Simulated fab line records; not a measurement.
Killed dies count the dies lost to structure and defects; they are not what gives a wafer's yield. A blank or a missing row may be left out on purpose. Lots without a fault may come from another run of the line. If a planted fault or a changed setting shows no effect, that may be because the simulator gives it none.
Which tool did it?	flow gf180mcu	39 wafers from 13 lots sampled at 5 of the route's 602 steps

## WHAT THE GAUGES SHOWED, per wafer
GF_POLY_GATE_THK_MEAS_17.
lot	measured	on	POLY_GATE_OXIDATION_THK (nm)
L465	day 9 05:13	film-metro-03	4.09 4.04 4.03
L466	day 9 10:12	film-metro-03	4.10 4.03 3.96
L468	day 10 01:31	film-metro-02	4.17 4.08 4.11
L469	day 10 07:10	film-metro-02	4.11 4.23 4.08
L471	day 10 21:50	film-metro-04	3.93 3.93 3.91
L474	day 11 21:22	film-metro-02	3.98 4.01 3.98
L477	day 12 20:57	film-metro-02	3.95 3.97 4.02
L481	day 14 07:25	film-metro-03	4.06 4.08 4.04
L480	day 14 07:26	film-metro-04	4.08 4.17 4.10
L482	day 14 08:52	film-metro-03	4.02 4.06 3.99
L483	day 14 13:49	film-metro-04	4.18 4.16 4.11
L486	day 15 18:10	film-metro-04	4.04 4.05 4.01
L487	day 16 05:34	film-metro-04	3.93 4.03 4.11

GF_HV_LDD_CD_MEAS_19: target cd 400 nm.
lot	measured	on	cd-nm (nm)
L465	day 10 16:51	cd-sem-02	400.3 398.9 400.0
L466	day 10 22:20	cd-sem-01	403.4 404.0 402.7
L468	day 11 14:11	cd-sem-01	400.4 402.8 402.5
L469	day 11 20:10	cd-sem-01	400.4 400.7 401.6
L471	day 12 12:46	cd-sem-02	400.2 399.5 399.8
L474	day 13 13:25	cd-sem-02	403.0 399.2 400.8
L477	day 14 14:28	cd-sem-01	397.1 397.0 397.6
L481	day 16 02:52	cd-sem-02	402.1 402.6 402.7
L480	day 16 03:35	cd-sem-01	407.2 405.6 404.8
L482	day 16 04:26	cd-sem-02	401.2 399.9 404.2
L483	day 16 09:04	cd-sem-02	400.3 400.2 399.8
L486	day 17 16:39	cd-sem-01	400.5 398.6 399.0
L487	day 18 04:16	cd-sem-01	401.6 397.2 398.1

GF_HV_LDD_CD_MEAS_46: target cd 400 nm.
lot	measured	on	cd-nm (nm)
L465	day 12 07:39	cd-sem-02	391.2 393.4 394.0
L466	day 12 13:46	cd-sem-01	398.9 398.8 396.9
L468	day 13 06:37	cd-sem-02	397.8 397.1 397.4
L469	day 13 12:45	cd-sem-02	395.5 398.0 398.2
L471	day 14 06:10	cd-sem-02	396.8 396.5 397.5
L474	day 15 09:13	cd-sem-02	- - -
L477	day 16 10:57	cd-sem-01	390.9 390.6 392.0
L481	day 18 02:00	cd-sem-01	391.7 393.6 392.8
L480	day 18 02:59	cd-sem-01	395.0 398.0 395.1
L482	day 18 03:58	cd-sem-02	392.7 394.5 392.7
L483	day 18 08:44	cd-sem-02	393.9 396.2 396.8
L486	day 19 17:03	cd-sem-02	396.3 396.4 395.4
L487	day 20 05:46	cd-sem-01	395.0 395.8 395.2

GF_HV_LDD_TW_MEAS_50.
lot	measured	on	HV_LDD_4_TW
L465	day 12 08:02	film-metro-02	563 565 565
L466	day 12 14:10	film-metro-02	565 564 566
L468	day 13 07:01	film-metro-01	563 565 565
L469	day 13 13:10	film-metro-04	578 575 575
L471	day 14 06:34	film-metro-02	564 566 566
L474	day 15 09:37	film-metro-04	30 30 30
L477	day 16 11:21	film-metro-04	573 574 568
L481	day 18 02:24	film-metro-01	568 570 570
L480	day 18 03:22	film-metro-01	570 570 570
L482	day 18 04:22	film-metro-02	559 562 561
L483	day 18 09:07	film-metro-01	573 569 566
L486	day 19 17:28	film-metro-04	574 575 574
L487	day 20 06:10	film-metro-04	573 574 578

## WHAT TOOL EACH LOT RAN ON (gives the tool, then ch and the chambers of the sampled wafers, and finally the start)
lot	GF_HV_LDD_EXPOSE_43
L465	iline-stepper-01 ch 0, day 11 22:27
L466	iline-stepper-01 ch 0, day 12 04:44
L468	iline-stepper-02 ch 0, day 12 20:36
L469	iline-stepper-02 ch 0, day 13 03:01
L471	iline-stepper-02 ch 0, day 13 19:46
L474	iline-stepper-01 ch 0, day 14 22:03
L477	iline-stepper-01 ch 0, day 16 00:02
L481	iline-stepper-01 ch 0, day 17 13:59
L480	iline-stepper-01 ch 0, day 17 14:59
L482	iline-stepper-01 ch 0, day 17 16:16
L483	iline-stepper-01 ch 0, day 17 20:46
L486	iline-stepper-01 ch 0, day 19 05:30
L487	iline-stepper-01 ch 0, day 19 17:19
- GF_HV_LDD_EXPOSE_43: exposes mask Pplus HV AREA, target cd 400 nm.

## AS READ BY THE TOOLS THEMSELVES (means over the sampled wafers that have a number; for cases with no such wafer, the mark the record gives instead)
The record holds no such reading with a usual standard deviation.

## THE ANSWER, worked out from the rows above alone
Rule: what is usual is taken from the lots themselves. The widest of any qualifying gaps counts: lots, ordered by their means at a reading, are off when they make up no more than a third of the lots, leave a main group of 4 or more, and stand apart from it by 3 or more times the standard deviation of that group's means. A main group whose means are all the same, to the digits that the tables above print for the reading, isn't used. Also off: a lot with no number at a reading for which 4 or more lots have one. All remaining lots with rows at the step are treated as sound. First the gauges in route order, then the tools' own readings, where a lot's mean is used as printed above. The first step at which some lot is off is used, and at that step the reading that is off furthest; a lot without a number counts as furthest.
Off at GF_HV_LDD_CD_MEAS_46 (cd-nm): L474. Without a number there: L474. The main group: mean 395.2 nm, standard deviation 2.1.
A tool fits if, at a process step before that reading, it ran every lot that is off, and no sound lot after the first of them. Not tried: the gauges at GF_HV_LDD_CD_MEAS_46; whatever is off there is also off at GF_HV_LDD_TW_MEAS_50, on other tools, and gauge error can't account for it. No candidate that was tried fits.

## WHAT THE SIMULATOR PUT IN
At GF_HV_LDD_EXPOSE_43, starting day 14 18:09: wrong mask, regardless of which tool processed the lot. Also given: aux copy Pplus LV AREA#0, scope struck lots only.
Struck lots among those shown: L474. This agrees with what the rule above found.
